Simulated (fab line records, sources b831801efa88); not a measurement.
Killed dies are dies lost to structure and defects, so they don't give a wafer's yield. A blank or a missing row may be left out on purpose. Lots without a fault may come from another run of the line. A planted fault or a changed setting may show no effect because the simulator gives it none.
One fault seen from 2 desks | flow sky130 | each desk has only its own numbers; what lay behind them comes last

THE METROLOGY DESK
What the gauges read, lot by lot, whatever tool the lot ran on: means of the sampled wafers that have a number. A lot is out of limits, marked OUT, if its mean lies more than 4 standard deviations from the usual mean; the brackets give that distance.
Columns: A = CAP2M_CVD_00_THK at SKY_CAP2M_THK_MEAS_01, usual 15.40 nm; B = CAP2M_TIN_THK at SKY_CAP2M_THK_MEAS_04, usual 202 nm
lot  | first seen here | A     | B
L759 | day 40 08:10    | 15.45 | 201
L761 | day 41 03:07    | 15.12 | 206
L763 | day 41 15:50    | 15.12 | 205
L766 | day 43 18:32    | 15.77 | 203
L772 | day 43 21:22    | 15.45 | 198
L773 | day 43 23:50    | 15.53 | 203
L774 | day 44 01:40    | 14.97 | 201
L775 | day 44 05:52    | 15.34 | 203
L779 | day 45 02:25    | 15.17 | 199
L781 | day 45 18:51    | 15.46 | 198
This desk's finding: nothing out of limits on any of the 10 lots.

THE TOOL OWNER'S DESK: rie_metal-02
The tool's own readings at SKY_METAL4_METAL_ETCH_18 (etches the open film in Cl2/BCl3, stops on SiO2, target depth 845 nm, time 183.1 s): means of the sampled wafers that have a number, for each lot that ran on this tool. A lot is out of limits, marked OUT, if its mean lies more than 4 standard deviations from the usual mean; the brackets give that distance.
Columns: A = bias_w at SKY_METAL4_METAL_ETCH_18, usual 48.54 W; B = drypump_motor_current_A at SKY_METAL4_METAL_ETCH_18, usual 6.31 A; C = oes_product_au at SKY_METAL4_METAL_ETCH_18, usual 0.864 a.u.; D = throttle_valve_pct at SKY_METAL4_METAL_ETCH_18, usual 22.264 %
lot  | first seen here | A     | B    | C     | D
L761 | day 43 03:58    | 48.48 | 6.40 | 0.862 | 22.262
L763 | day 43 16:12    | 48.80 | 6.40 | 0.867 | 22.258
L774 | day 45 22:13    | 48.66 | 6.40 | 0.860 | 22.273
L775 | day 46 01:46    | 48.72 | 6.49 | 0.865 | 22.262
This desk's finding: nothing out of limits on any of the 4 lots.

PUT TOGETHER
The metrology desk saw nothing out of limits.
The tool owner's desk saw nothing out of limits.

WHAT THE SIMULATOR HAD PUT IN
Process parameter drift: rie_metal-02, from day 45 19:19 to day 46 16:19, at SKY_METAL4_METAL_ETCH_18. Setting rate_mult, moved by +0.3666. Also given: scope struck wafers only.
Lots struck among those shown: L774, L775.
